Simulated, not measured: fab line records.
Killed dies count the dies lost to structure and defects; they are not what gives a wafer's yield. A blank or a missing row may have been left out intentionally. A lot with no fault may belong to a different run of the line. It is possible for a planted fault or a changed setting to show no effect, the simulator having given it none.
fab line records	flow sky130
record lots=12	wafers=36	lastDay=50
route steps=708 shown METAL2@498 VIA2@515 PAD_OPEN@708
lots that met no fault: from a run of the same line without faults
startH: the number of hours between the record's first day and the start of the first shown wafer of the lot	waitH: hours elapsed since this lot's preceding step	" repeats the value in the row above	L1.1+2: a row that stands for several wafers	- no value, or no start given	* or withheld: withheld	< > ~ a bound
route shown NAME@n: NAME is a module with steps in the file, n the number in the route of the first one	usual: mean/standard deviation taken from wafers without a fault	same: alike in all rows	chamber/n: place in a boat	sites: per-site readings	_std_site: standard deviation of those values	_edge_site: mean of outer sites minus mean of inner sites	radiusMm: for every site, how far away it sits from the centre of the wafer	mask NAME#n: copy n	behind: the most recent tool/chamber to have shaped the wafer	hold: why the lot was held/for how many hours/how that ended	device: transistor that didn't switch, given as n, p or np	end of line: tests run on the same wafers once the route is complete	a step with no rows: only its recipe	killed: not the wafer's yield, but the dies lost to structure and defects at the first sort	map: dies across one wafer; x = killed, . = not, _ = none there
set.NAME: the run value of the setting; set.NAME@STEP: its run value at that earlier step	model.NAME: the simulator's own value behind a step, which no gauge read
steps of the route over a sample of lots; a table a step, a row a wafer
services: from which hour (startH, from the record's first day; less than 0 if before it) a tool's chamber was out of use, for how many hours, and why
## steps
# step SKY_METAL2_CD_MEAS_15
# recipe targetCdNm=140
# usual cdNm=139.8/1.6
lot.wafer	tool	chamber	startH	waitH	cdNm
L260.2	cdSem-02	-	813.82	-	138.4
L260.4	"	-	"	"	138.5
L260.5	"	-	"	"	139.0
L262.1	cdSem-02	-	833.85	-	140.3
L262.5	"	-	"	"	139.8
L262.6	"	-	"	"	140.3
L264.3	cdSem-02	-	852.94	-	141.3
L264.5	"	-	"	"	139.9
L264.6	"	-	"	"	140.2
L265.1	cdSem-02	-	866.85	-	140.5
L265.3	"	-	"	"	139.1
L265.4	"	-	"	"	139.3
L267.2	cdSem-02	-	876.62	-	139.6
L267.4	"	-	"	"	138.2
L267.5	"	-	"	"	138.7
L266.2	cdSem-02	-	879.12	-	140.0
L266.3	"	-	"	"	139.1
L266.4	"	-	"	"	139.0
L273.1	cdSem-02	-	926.25	-	140.0
L273.2	"	-	"	"	141.0
L273.4	"	-	"	"	140.7
L274.2	cdSem-02	-	927.02	-	142.7
L274.3	"	-	"	"	142.9
L274.5	"	-	"	"	142.1
L276.1	cdSem-02	-	934.70	-	139.3
L276.2	"	-	"	"	138.3
L276.5	"	-	"	"	140.0
L280.3	cdSem-01	-	973.69	-	140.4
L280.4	"	-	"	"	140.5
L280.6	"	-	"	"	141.4
L282.2	cdSem-02	-	984.22	-	137.1
L282.3	"	-	"	"	137.3
L282.4	"	-	"	"	138.5
L283.2	cdSem-01	-	985.97	-	137.5
L283.5	"	-	"	"	139.4
L283.6	"	-	"	"	138.1
# step SKY_METAL2_DESCUM_17
# recipe chemistry=O2	sourcePowerW=150	biasPowerW=0	pressureMtorr=10	tempC=40	timeS=8
# usual drypumpMotorCurrentA=5.72/0.28	heBacksideLeakSccm=3.25/0.13	oesProductAu=1.000/0.0068
lot.wafer	tool	chamber	startH	waitH	drypumpMotorCurrentA	heBacksideLeakSccm	oesProductAu	rfHoursCounterH
L260.2	rieMetal-02	0	813.96	0.0	5.35	3.49	0.999	14
L260.4	"	0	"	"	5.35	3.52	1.002	-
L260.5	"	1	"	"	5.71	3.25	1.007	-
L262.1	rieMetal-02	0	834.01	0.0	5.35	3.51	0.999	15
L262.5	"	1	"	"	5.70	3.31	1.000	-
L262.6	"	0	"	"	5.36	3.48	0.991	-
L264.3	rieMetal-03	0	853.07	0.0	5.83	3.33	1.012	-
L264.5	"	0	"	"	5.82	3.32	1.003	-
L264.6	"	1	"	"	5.72	3.25	0.993	-
L265.1	rieMetal-03	1	867.01	0.0	5.69	3.24	1.008	10
L265.3	"	1	"	"	5.70	3.11	1.002	-
L265.4	"	0	"	"	5.76	3.19	0.997	-
L267.2	rieMetal-02	1	876.77	0.0	5.72	3.32	0.998	-
L267.4	"	1	"	"	5.72	3.34	1.005	-
L267.5	"	1	"	"	5.72	3.41	0.997	-
L266.2	rieMetal-03	1	879.26	0.0	5.77	3.14	1.001	11
L266.3	"	1	"	"	5.78	2.98	1.015	-
L266.4	"	0	"	"	5.78	3.15	0.994	-
L273.1	rieMetal-04	0	926.41	0.0	6.29	3.41	1.007	7
L273.2	"	1	"	"	5.21	3.12	1.013	7
L273.4	"	1	"	"	5.20	3.11	1.013	-
L274.2	rieMetal-03	1	927.16	0.0	5.72	3.28	1.000	13
L274.3	"	0	"	"	5.81	3.31	1.001	-
L274.5	"	1	"	"	5.75	3.15	1.003	-
L276.1	rieMetal-04	1	934.86	0.0	5.21	3.11	0.998	7
L276.2	"	0	"	"	6.27	3.55	0.998	7
L276.5	"	0	"	"	6.29	3.26	0.983	-
L280.3	rieMetal-02	0	973.82	0.0	5.35	3.38	0.995	-
L280.4	"	1	"	"	5.69	3.39	0.997	-
L280.6	"	0	"	"	5.37	3.41	1.001	-
L282.2	rieMetal-03	1	984.36	0.0	5.72	3.11	0.996	16
L282.3	"	1	"	"	5.75	3.12	0.990	-
L282.4	"	0	"	"	5.76	3.35	0.998	-
L283.2	rieMetal-04	0	986.11	0.0	6.28	3.27	0.994	10
L283.5	"	0	"	"	6.26	3.24	0.996	-
L283.6	"	1	"	"	5.21	3.18	0.988	-
# step SKY_VIA2_SOFTBAKE_08
# recipe tempC=100	timeS=90	resist=KrF-thick
# usual heaterPowerTotalW=57.36/0.11	runLengthS=119.23/0.16
lot.wafer	tool	chamber	startH	waitH	heaterPowerTotalW	runLengthS
L260.2	lithoTrack-02	0	828	-	57.53	119.14
L260.4	"	0	"	"	57.37	118.95
L260.5	"	0	"	"	57.33	119.03
L262.1	lithoTrack-01	0	848	-	57.46	119.25
L262.5	"	0	"	"	57.32	119.59
L262.6	"	0	"	"	57.19	119.42
L264.3	lithoTrack-02	0	867	-	57.50	118.96
L264.5	"	0	"	"	57.50	119.03
L264.6	"	0	"	"	57.31	119.02
L265.1	lithoTrack-03	0	881	-	57.54	119.15
L265.3	"	0	"	"	57.35	119.14
L265.4	"	0	"	"	57.19	119.31
L267.2	lithoTrack-03	0	890	-	57.28	119.50
L267.4	"	0	891	-	57.42	119.35
L267.5	"	0	"	"	57.36	119.09
L266.2	lithoTrack-01	0	893	-	57.59	119.49
L266.3	"	0	"	"	57.20	119.25
L266.4	"	0	"	"	57.55	119.33
L273.1	lithoTrack-01	0	939	-	63.61	95.46
L273.2	"	0	"	"	63.58	95.54
L273.4	"	0	"	"	63.53	95.57
L274.2	lithoTrack-03	0	940	-	57.50	119.14
L274.3	"	0	"	"	57.15	119.41
L274.5	"	0	"	"	57.21	119.46
L276.1	lithoTrack-01	0	948	-	63.38	95.42
L276.2	"	0	"	"	63.54	95.83
L276.5	"	0	"	"	63.52	95.58
L280.3	lithoTrack-03	0	986	-	57.54	119.38
L280.4	"	0	"	"	57.38	119.35
L280.6	"	0	"	"	57.26	119.38
L282.2	lithoTrack-03	0	998	-	57.27	119.32
L282.3	"	0	"	"	57.53	119.11
L282.4	"	0	"	"	57.16	119.20
L283.2	lithoTrack-03	0	999	-	57.48	119.30
L283.5	"	0	"	"	57.47	119.30
L283.6	"	0	"	"	57.33	119.18
# step SKY_VIA2_CD_MEAS_12
# recipe targetCdNm=200
# usual cdNm=199.9/1.5
lot.wafer	tool	chamber	startH	waitH	cdNm
L260.2	cdSem-02	-	841.59	-	199.5
L260.4	"	-	"	"	199.8
L260.5	"	-	"	"	199.4
L262.1	cdSem-02	-	860.70	-	199.8
L262.5	"	-	"	"	199.9
L262.6	"	-	"	"	200.2
L264.3	cdSem-02	-	880.39	-	197.3
L264.5	"	-	"	"	197.7
L264.6	"	-	"	"	197.2
L265.1	cdSem-02	-	894.40	-	199.7
L265.3	"	-	"	"	200.4
L265.4	"	-	"	"	200.6
L267.2	cdSem-02	-	903.87	-	197.9
L267.4	"	-	"	"	197.1
L267.5	"	-	"	"	197.3
L266.2	cdSem-01	-	905.63	-	200.7
L266.3	"	-	"	"	198.1
L266.4	"	-	"	"	198.4
L273.1	cdSem-01	-	952.45	-	201.3
L273.2	"	-	"	"	202.6
L273.4	"	-	"	"	201.3
L274.2	cdSem-01	-	953.28	-	201.0
L274.3	"	-	"	"	201.3
L274.5	"	-	"	"	201.3
L276.1	cdSem-02	-	960.55	-	199.4
L276.2	"	-	"	"	198.6
L276.5	"	-	"	"	198.6
L280.3	cdSem-01	-	998.54	-	201.5
L280.4	"	-	"	"	200.7
L280.6	"	-	"	"	201.1
L282.2	cdSem-01	-	1009.92	-	200.3
L282.3	"	-	"	"	200.0
L282.4	"	-	"	"	199.6
L283.2	cdSem-02	-	1010.28	-	197.8
L283.5	"	-	"	"	198.3
L283.6	"	-	"	"	197.9
# step SKY_PAD_OPEN_PROBE_99
# usual defectLimitedYield=82.3/1.9	killed_at_M0_to_M3=43/6.7	killed_at_M4_up=3.2/1.8	killedAtContacts=25/5.2	killedAtFrontEnd=15/4.4	killedAtOther=0.2/0.4	killedDies=87/9.3	killedOpen=48/7.1	killedShort=39/6	sort_bin_3_pad_short=0.9/0.41	sort_bin_5_function=10.5/1.4	sort_bin_6_memory=6.3/1.1	sortNPass=405/9.3	sortYieldPct=82.3/1.9
# same grossDies=492	killedAtBackSide=0	sort_bin_4_leakage[%]=0	sort_bin_8_speed[%]=0
lot.wafer	tool	chamber	startH	waitH	defectLimitedYield[%]	killed_at_M0_to_M3	killed_at_M4_up	killedAtContacts	killedAtFrontEnd	killedAtOther	killedDies	killedOpen	killedShort	sort_bin_3_pad_short[%]	sort_bin_5_function[%]	sort_bin_6_memory[%]	sortNPass	sortYieldPct[%]
L260.2	prober-01	-	1078.30	0.1	81.1	46	1	33	12	1	93	54	39	0.8	10.8	7.3	399	81.1
L260.4	prober-01	-	1078.40	0.2	78.9	48	2	35	19	0	104	54	50	1.0	14.0	6.1	388	78.9
L260.5	prober-01	-	1078.45	0.2	78.9	57	0	25	22	0	104	58	46	0.8	12.0	8.3	388	78.9
L262.1	prober-01	-	1084.13	0.1	79.3	49	1	39	13	0	102	57	45	0.4	13.0	7.3	390	79.3
L262.5	prober-01	-	1084.33	0.2	81.7	35	5	29	20	1	90	49	41	0.6	10.2	7.5	402	81.7
L262.6	prober-01	-	1084.38	0.2	81.3	55	3	23	11	0	92	53	39	0.8	9.8	8.1	400	81.3
L264.3	prober-01	-	1101.26	0.2	82.5	43	5	22	16	0	86	47	39	0.4	10.2	6.9	406	82.5
L264.5	prober-01	-	1101.36	0.2	83.1	48	2	23	10	0	83	45	38	0.4	10.8	5.7	409	83.1
L264.6	prober-01	-	1101.41	0.2	80.9	50	3	20	20	1	94	47	47	1.0	10.6	7.5	398	80.9
L265.1	prober-02	-	1118.99	0.1	85.2	39	2	22	10	0	73	47	26	0.2	10.0	4.7	419	85.2
L265.3	prober-02	-	1119.09	0.2	84.8	36	0	27	12	0	75	48	27	1.2	10.2	3.9	417	84.8
L265.4	prober-02	-	1119.14	0.2	84.6	38	3	24	10	1	76	39	37	0.6	8.9	5.9	416	84.6
L267.2	prober-01	-	1120.23	0.1	80.7	55	6	24	10	0	95	45	50	0.4	12.2	6.7	397	80.7
L267.4	prober-01	-	1120.33	0.2	82.7	44	3	21	17	0	85	35	50	1.0	8.7	7.5	407	82.7
L267.5	prober-01	-	1120.38	0.2	83.9	36	3	23	17	0	79	40	39	1.0	8.9	6.1	413	83.9
L266.2	prober-02	-	1120.54	0.1	83.3	43	5	22	11	1	82	39	43	0.4	9.3	6.9	410	83.3
L266.3	prober-02	-	1120.59	0.2	82.1	44	4	23	17	0	88	53	35	0.2	11.2	6.5	404	82.1
L266.4	prober-02	-	1120.64	0.2	79.9	56	2	20	21	0	99	52	47	1.4	9.6	9.1	393	79.9
L273.1	prober-01	-	1158.45	0.1	80.7	47	3	23	22	0	95	54	41	0.8	11.6	6.9	397	80.7
L273.2	prober-01	-	1158.50	0.1	80.3	37	2	31	27	0	97	60	37	1.0	11.2	7.5	395	80.3
L273.4	prober-01	-	1158.60	0.2	80.3	50	4	21	21	1	97	48	49	1.2	11.4	7.1	395	80.3
L274.2	prober-01	-	1159.98	0.1	81.5	48	2	28	13	0	91	57	34	1.2	10.6	6.7	401	81.5
L274.3	prober-01	-	1160.03	0.2	83.1	37	0	26	20	0	83	50	33	0.6	9.8	6.5	409	83.1
L274.5	prober-01	-	1160.13	0.2	84.6	40	6	23	7	0	76	39	37	1.0	9.3	5.1	416	84.6
L276.1	prober-01	-	1165.50	0.1	83.7	41	3	20	16	0	80	42	38	0.8	9.6	5.9	412	83.7
L276.2	prober-01	-	1165.55	0.1	80.9	54	2	18	20	0	94	47	47	0.8	12.0	6.3	398	80.9
L276.5	prober-01	-	1165.70	0.2	81.3	39	3	26	24	0	92	52	40	0.6	11.8	6.3	400	81.3
L280.3	prober-01	-	1188.82	0.2	84.1	41	1	29	7	0	78	46	32	1.0	9.1	5.7	414	84.1
L280.4	prober-01	-	1188.87	0.2	81.5	45	1	31	13	1	91	48	43	1.2	10.4	6.9	401	81.5
L280.6	prober-01	-	1188.97	0.2	81.5	44	1	25	21	0	91	58	33	0.2	10.6	7.7	401	81.5
L282.2	prober-01	-	1199.97	0.1	80.9	46	1	32	15	0	94	61	33	0.6	11.6	6.9	398	80.9
L282.3	prober-01	-	1200.02	0.2	81.1	39	4	38	12	0	93	51	42	1.4	11.8	5.7	399	81.1
L282.4	prober-01	-	1200.07	0.2	85.4	40	2	18	12	0	72	39	33	1.0	8.9	4.7	420	85.4
L283.2	prober-02	-	1201.47	0.1	80.1	56	1	28	13	0	98	59	39	0.8	12.2	6.9	394	80.1
L283.5	prober-02	-	1201.62	0.2	82.5	44	3	24	15	0	86	46	40	0.8	10.6	6.1	406	82.5
L283.6	prober-02	-	1201.67	0.2	81.9	41	1	29	18	0	89	52	37	0.4	10.2	7.5	403	81.9
# killed by level:class
L260.2 CONTACT:geometricParticle:open=12 VIA1:geometricParticle:open=11 VIA2:geometricParticle:open=8 VIA3:geometricParticle:open=6 LOCAL_INTERCONNECT:geometricParticle:short=6 LI_CONTACT:geometricParticle:short=4 LI_CONTACT:geometricParticle:open=4 CONTACT:geometricParticle:short=4
L260.4 CONTACT:geometricParticle:open=16 VIA1:geometricParticle:open=10 FIELD_ISO:geometricParticle:short=7 METAL3:geometricParticle:short=7 LI_CONTACT:geometricParticle:short=6 LI_CONTACT:geometricParticle:open=6 METAL2:geometricParticle:short=6 METAL1:geometricParticle:short=5
L260.5 VIA1:geometricParticle:open=14 CONTACT:geometricParticle:open=10 VIA3:geometricParticle:open=9 METAL2:geometricParticle:short=8 VIA2:geometricParticle:open=7 VIA2:geometricParticle:short=7 FIELD_ISO:geometricParticle:open=5 POLY_GATE:geometricParticle:short=5
L262.1 CONTACT:geometricParticle:open=13 LI_CONTACT:geometricParticle:open=10 VIA1:geometricParticle:open=10 CONTACT:geometricParticle:short=7 METAL2:geometricParticle:short=7 VIA1:geometricParticle:short=6 VIA2:geometricParticle:open=6 VIA3:geometricParticle:open=6
L262.5 LOCAL_INTERCONNECT:geometricParticle:short=9 VIA1:geometricParticle:open=8 CONTACT:geometricParticle:open=7 METAL1:geometricParticle:short=7 LI_CONTACT:geometricParticle:open=6 FIELD_ISO:geometricParticle:short=5 METAL2:geometricParticle:open=5 CONTACT:geometricParticle:short=5
L262.6 VIA1:geometricParticle:open=9 CONTACT:geometricParticle:open=9 METAL1:geometricParticle:short=9 VIA2:geometricParticle:open=9 VIA1:geometricParticle:short=6 FIELD_ISO:geometricParticle:open=5 METAL1:geometricParticle:open=5 METAL2:geometricParticle:short=5
L264.3 VIA3:geometricParticle:open=9 VIA1:geometricParticle:open=9 CONTACT:geometricParticle:open=7 LOCAL_INTERCONNECT:geometricParticle:short=6 POLY_GATE:geometricParticle:short=5 LI_CONTACT:geometricParticle:open=5 METAL4:geometricParticle:short=5 VIA2:geometricParticle:short=5
L264.5 VIA1:geometricParticle:open=12 CONTACT:geometricParticle:open=7 VIA1:geometricParticle:short=7 VIA3:geometricParticle:open=7 VIA2:geometricParticle:open=6 LOCAL_INTERCONNECT:geometricParticle:short=5 CONTACT:geometricParticle:short=5 METAL2:geometricParticle:short=4
L264.6 VIA1:geometricParticle:open=10 VIA1:geometricParticle:short=8 VIA3:geometricParticle:open=8 POLY_GATE:geometricParticle:short=7 LI_CONTACT:geometricParticle:open=7 CONTACT:geometricParticle:open=6 METAL2:geometricParticle:short=5 POLY_GATE:geometricParticle:open=5
L265.1 VIA1:geometricParticle:open=10 LI_CONTACT:geometricParticle:open=8 METAL2:geometricParticle:short=7 CONTACT:geometricParticle:open=7 VIA3:geometricParticle:open=6 VIA2:geometricParticle:open=5 FIELD_ISO:geometricParticle:open=3 METAL3:geometricParticle:short=3
L265.3 CONTACT:geometricParticle:open=13 LI_CONTACT:geometricParticle:open=6 POLY_GATE:geometricParticle:open=5 LOCAL_INTERCONNECT:geometricParticle:short=5 VIA3:geometricParticle:open=5 METAL1:geometricParticle:short=5 VIA1:geometricParticle:open=5 METAL2:geometricParticle:short=4
L265.4 LI_CONTACT:geometricParticle:open=8 CONTACT:geometricParticle:open=6 VIA1:geometricParticle:open=6 METAL2:geometricParticle:short=6 VIA1:geometricParticle:short=5 METAL2:geometricParticle:open=5 POLY_GATE:geometricParticle:short=4 CONTACT:geometricParticle:short=4
L267.2 VIA1:geometricParticle:open=11 VIA2:geometricParticle:open=9 VIA3:geometricParticle:short=7 METAL3:geometricParticle:short=7 LI_CONTACT:geometricParticle:open=6 CONTACT:geometricParticle:short=6 VIA3:geometricParticle:open=6 CONTACT:geometricParticle:open=5
L267.4 METAL2:geometricParticle:short=9 FIELD_ISO:geometricParticle:open=7 LI_CONTACT:geometricParticle:open=7 VIA1:geometricParticle:short=7 VIA2:geometricParticle:short=6 LOCAL_INTERCONNECT:geometricParticle:short=5 METAL1:geometricParticle:short=5 VIA1:geometricParticle:open=5
L267.5 CONTACT:geometricParticle:open=9 VIA3:geometricParticle:open=6 LOCAL_INTERCONNECT:geometricParticle:short=5 VIA2:geometricParticle:open=5 VIA2:geometricParticle:short=5 FIELD_ISO:geometricParticle:open=4 VIA1:geometricParticle:short=4 SPACER:geometricParticle:open=4
L266.2 METAL1:geometricParticle:short=8 VIA1:geometricParticle:open=7 VIA3:geometricParticle:open=7 CONTACT:geometricParticle:open=6 FIELD_ISO:geometricParticle:open=5 VIA1:geometricParticle:short=5 METAL2:geometricParticle:short=5 FIELD_ISO:geometricParticle:short=4
L266.3 VIA1:geometricParticle:open=16 LOCAL_INTERCONNECT:geometricParticle:short=7 CONTACT:geometricParticle:open=6 VIA3:geometricParticle:open=6 LI_CONTACT:geometricParticle:open=5 VIA2:geometricParticle:open=5 FIELD_ISO:geometricParticle:short=4 FIELD_ISO:geometricParticle:open=4
L266.4 VIA1:geometricParticle:open=14 VIA1:geometricParticle:short=9 POLY_GATE:geometricParticle:short=6 METAL1:geometricParticle:short=6 CONTACT:geometricParticle:short=6 VIA3:geometricParticle:open=6 LI_CONTACT:geometricParticle:open=5 CONTACT:geometricParticle:open=5
L273.1 VIA1:geometricParticle:open=14 LI_CONTACT:geometricParticle:open=9 VIA1:geometricParticle:short=7 POLY_GATE:geometricParticle:short=6 CONTACT:geometricParticle:open=6 METAL2:geometricParticle:short=6 FIELD_ISO:geometricParticle:open=5 METAL1:geometricParticle:short=5
L273.2 CONTACT:geometricParticle:open=12 POLY_GATE:geometricParticle:open=8 VIA1:geometricParticle:open=8 FIELD_ISO:geometricParticle:open=7 VIA3:geometricParticle:open=7 LI_CONTACT:geometricParticle:open=7 VIA2:geometricParticle:open=7 FIELD_ISO:geometricParticle:short=6
L273.4 METAL2:geometricParticle:short=11 VIA2:geometricParticle:open=10 LI_CONTACT:geometricParticle:open=9 VIA1:geometricParticle:open=8 FIELD_ISO:geometricParticle:open=7 FIELD_ISO:geometricParticle:short=5 METAL1:geometricParticle:short=5 VIA1:geometricParticle:short=5
L274.2 CONTACT:geometricParticle:open=14 METAL1:geometricParticle:short=8 VIA1:geometricParticle:open=8 VIA2:geometricParticle:open=8 VIA3:geometricParticle:open=7 LI_CONTACT:geometricParticle:open=6 POLY_GATE:geometricParticle:open=4 METAL2:geometricParticle:short=4
L274.3 LI_CONTACT:geometricParticle:open=11 FIELD_ISO:geometricParticle:short=10 VIA1:geometricParticle:open=10 VIA2:geometricParticle:open=7 CONTACT:geometricParticle:open=6 FIELD_ISO:geometricParticle:open=5 VIA3:geometricParticle:open=5 METAL1:geometricParticle:open=4
L274.5 VIA1:geometricParticle:open=10 CONTACT:geometricParticle:open=10 METAL2:geometricParticle:short=8 VIA3:geometricParticle:open=7 LI_CONTACT:geometricParticle:open=5 METAL1:geometricParticle:short=5 METAL4:geometricParticle:short=4 CONTACT:geometricParticle:short=4
L276.1 VIA1:geometricParticle:open=13 LOCAL_INTERCONNECT:geometricParticle:short=5 CONTACT:geometricParticle:open=5 VIA2:geometricParticle:open=5 VIA1:geometricParticle:short=4 CONTACT:geometricParticle:short=4 METAL3:geometricParticle:short=4 FIELD_ISO:geometricParticle:open=3
L276.2 VIA1:geometricParticle:open=13 METAL1:geometricParticle:short=9 VIA2:geometricParticle:open=8 VIA3:geometricParticle:open=7 POLY_GATE:geometricParticle:open=5 CONTACT:geometricParticle:open=5 CONTACT:geometricParticle:short=5 VIA1:geometricParticle:short=5
L276.5 VIA1:geometricParticle:open=13 CONTACT:geometricParticle:open=11 FIELD_ISO:geometricParticle:open=7 LI_CONTACT:geometricParticle:open=7 LOCAL_INTERCONNECT:geometricParticle:short=5 VIA1:geometricParticle:short=5 FIELD_ISO:geometricParticle:short=4 POLY_GATE:geometricParticle:open=4
L280.3 CONTACT:geometricParticle:open=10 VIA1:geometricParticle:open=10 VIA3:geometricParticle:open=9 CONTACT:geometricParticle:short=9 LI_CONTACT:geometricParticle:open=8 METAL1:geometricParticle:short=6 FIELD_ISO:geometricParticle:short=5 VIA2:geometricParticle:open=5
L280.4 CONTACT:geometricParticle:open=13 METAL1:geometricParticle:short=8 VIA2:geometricParticle:open=7 FIELD_ISO:geometricParticle:open=6 LI_CONTACT:geometricParticle:open=6 VIA1:geometricParticle:open=6 METAL3:geometricParticle:short=6 LOCAL_INTERCONNECT:geometricParticle:short=5
L280.6 CONTACT:geometricParticle:open=12 VIA1:geometricParticle:open=12 POLY_GATE:geometricParticle:open=6 VIA3:geometricParticle:open=6 LI_CONTACT:geometricParticle:open=5 VIA2:geometricParticle:open=5 FIELD_ISO:geometricParticle:open=4 CONTACT:geometricParticle:short=4
L282.2 LI_CONTACT:geometricParticle:open=13 VIA1:geometricParticle:open=12 CONTACT:geometricParticle:open=8 VIA2:geometricParticle:open=6 VIA3:geometricParticle:open=6 FIELD_ISO:geometricParticle:open=5 CONTACT:geometricParticle:short=5 VIA1:geometricParticle:short=5
L282.3 LI_CONTACT:geometricParticle:open=11 VIA1:geometricParticle:open=10 LOCAL_INTERCONNECT:geometricParticle:short=8 CONTACT:geometricParticle:open=8 VIA2:geometricParticle:open=8 VIA3:geometricParticle:open=8 CONTACT:geometricParticle:short=7 METAL1:geometricParticle:short=6
L282.4 VIA1:geometricParticle:open=10 CONTACT:geometricParticle:open=8 VIA1:geometricParticle:short=7 POLY_GATE:geometricParticle:open=5 METAL1:geometricParticle:short=5 VIA2:geometricParticle:open=5 SPACER:geometricParticle:short=4 LI_CONTACT:geometricParticle:open=4
L283.2 VIA1:geometricParticle:open=15 LI_CONTACT:geometricParticle:open=9 CONTACT:geometricParticle:open=9 METAL2:geometricParticle:short=9 VIA2:geometricParticle:open=8 METAL1:geometricParticle:short=6 LI_CONTACT:geometricParticle:short=5 VIA1:geometricParticle:short=5
L283.5 VIA2:geometricParticle:open=9 METAL1:geometricParticle:short=7 FIELD_ISO:geometricParticle:short=6 LI_CONTACT:geometricParticle:open=6 VIA1:geometricParticle:open=6 CONTACT:geometricParticle:open=5 LOCAL_INTERCONNECT:geometricParticle:short=5 VIA3:geometricParticle:open=5
L283.6 CONTACT:geometricParticle:open=14 METAL1:geometricParticle:short=10 VIA2:geometricParticle:open=7 METAL2:geometricParticle:short=6 POLY_GATE:geometricParticle:open=6 VIA1:geometricParticle:open=6 LOCAL_INTERCONNECT:geometricParticle:short=4 LI_CONTACT:geometricParticle:short=4
## services
tool	chamber	startH	hours	kind
rieMetal-03	0	825.91	-	clean
rieMetal-03	0	825.91	14.1	scheduledDown
rieMetal-03	0	825.91	14.1	ventCycle
rieMetal-04	-	833.93	28.1	pm
rieMetal-03	-	854.15	0.3	repair
rieMetal-02	0	865.38	-	clean
rieMetal-02	0	865.38	28.5	scheduledDown
rieMetal-02	0	865.38	28.5	ventCycle
rieMetal-02	1	885.34	4.2	repair
rieMetal-04	1	918.18	8.0	repair
rieMetal-02	-	986.59	0.6	repair
## key
firstSign step=SKY_VIA2_SOFTBAKE_08	reading=runLengthS	direction=down	sigmas=99+	usual=*	struck=*
effect step=SKY_VIA2_SOFTBAKE_08	reading=heaterPowerTotalW	direction=up	sigmas=55	usual=*	struck=*
metAt SKY_VIA2_SOFTBAKE_08
struckLots L273,L276
notActingAt SKY_METAL2_CD_MEAS_15,SKY_METAL2_DESCUM_17,SKY_VIA2_CD_MEAS_12
fault kind=processParameterDrift	tool=lithoTrack-01	chamber=-	onsetH=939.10	steps=SKY_VIA2_SOFTBAKE_08	channel=timeS	offset=*	shape=step	endH=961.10	actsIn=*	stated=*
